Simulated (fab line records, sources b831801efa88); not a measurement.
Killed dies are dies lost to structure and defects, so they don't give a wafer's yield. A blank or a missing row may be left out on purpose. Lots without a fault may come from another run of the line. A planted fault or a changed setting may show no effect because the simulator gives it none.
Which tool did it? | flow sfq_line | 13 lots, 39 wafers sampled, at 1 step of a route of 325

WHAT THE GAUGES READ, wafer by wafer
The record holds no reading of a measuring or inspecting step that can be judged against a usual standard deviation.

WHICH TOOL RAN EACH LOT (tool, then ch and the chambers of the sampled wafers, then the start)
lot  | SFQ_TRILAYER_I3_VIA_BARC_OPEN_VIA_ETCH_121
L704 | rie_diel-04 ch 1,2, day 30 15:18
L706 | rie_diel-04 ch 1,2,3, day 31 16:58
L707 | rie_diel-04 ch 0,3, day 34 08:34
L708 | rie_diel-03 ch 0,1,2, day 34 10:58
L709 | rie_diel-04 ch 0,1,3, day 34 14:34
L710 | rie_diel-02 ch 1,2,3, day 34 21:46
L711 | rie_diel-04 ch 0,3, day 38 08:48
L713 | rie_diel-02 ch 0,1, day 38 14:01
L715 | rie_diel-02 ch 0,1,2, day 38 18:49
L718 | rie_diel-04 ch 0,1, day 39 01:56
L721 | rie_diel-03 ch 0,1,2, day 39 09:11
L725 | rie_diel-03 ch 0,3, day 39 20:20
L727 | rie_diel-04 ch 1,2,3, day 40 03:08
- SFQ_TRILAYER_I3_VIA_BARC_OPEN_VIA_ETCH_121: etches BARC in O2, target depth 125 nm, time 41.7 s.

WHAT THE TOOLS THEMSELVES READ (means of the sampled wafers that have a number; where no wafer has one, the mark that the record gives instead)
SFQ_TRILAYER_I3_VIA_BARC_OPEN_VIA_ETCH_121. Usual: drypump_motor_current_A 5.9 A, standard deviation 0.47; oes_product_au 0.684 a.u., standard deviation 0.0048; run_length_s 70.0 s, standard deviation 0.46.
lot  | tool        | drypump_motor_current_A (A) | oes_product_au (a.u.) | run_length_s (s) | flag
L704 | rie_diel-04 | 5.9                         | 0.680                 | 69.8             |
L706 | rie_diel-04 | 6.1                         | 0.678                 | 70.0             |
L707 | rie_diel-04 | 6.4                         | 0.682                 | 70.5             |
L708 | rie_diel-03 | 6.0                         | 0.680                 | 69.7             |
L709 | rie_diel-04 | 6.1                         | 0.688                 | 70.2             |
L710 | rie_diel-02 | 5.7                         | 0.683                 | 70.4             |
L711 | rie_diel-04 | 6.3                         | 0.690                 | 70.3             |
L713 | rie_diel-02 | 5.5                         | 0.686                 | 70.2             |
L715 | rie_diel-02 | 5.8                         | 0.682                 | 70.2             |
L718 | rie_diel-04 | 6.0                         | 0.686                 | 70.0             |
L721 | rie_diel-03 | 6.0                         | 0.683                 | 69.5             |
L725 | rie_diel-03 | 5.4                         | 0.679                 | 69.6             |
L727 | rie_diel-04 | 6.1                         | 0.629                 | 81.5             | OFF

THE ANSWER, worked out from the rows above alone
Rule: a lot is off if the mean of its wafers that have a number lies more than 3 standard deviations from the usual mean. A lot without any number at a reading at which 4 lots or more have one is off too. The other lots that the step has rows for count as sound. The gauges are gone through in route order, then the tools' own readings, and for those a lot's mean is taken as printed above. The first step at which some lot is off is used, and at that step the reading that is off furthest; a lot without a number counts as furthest.
Off: L727, at SFQ_TRILAYER_I3_VIA_BARC_OPEN_VIA_ETCH_121 (run_length_s).
A tool fits if, at that step or a process step before it, it ran every lot that is off, and no sound lot after the first of them. One fits: rie_diel-04 at SFQ_TRILAYER_I3_VIA_BARC_OPEN_VIA_ETCH_121. Its last sound lot is L718 (day 39 01:56), its first lot that is off L727 (day 40 03:08): a fault that began between those two fits.
The tool's own readings at SFQ_TRILAYER_I3_VIA_BARC_OPEN_VIA_ETCH_121 bear it out: on the lots that are off they differ by more than 5 times the standard deviation of the sound lots' means. oes_product_au reads 0.629 a.u. there against 0.683 a.u. on the sound lots; run_length_s reads 81.5 s there against 70.0 s on the sound lots.

WHAT THE SIMULATOR HAD PUT IN
Process parameter drift: rie_diel-04, from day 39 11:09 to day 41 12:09, at SFQ_TRILAYER_I3_VIA_BARC_OPEN_VIA_ETCH_121. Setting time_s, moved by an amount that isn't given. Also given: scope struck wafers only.
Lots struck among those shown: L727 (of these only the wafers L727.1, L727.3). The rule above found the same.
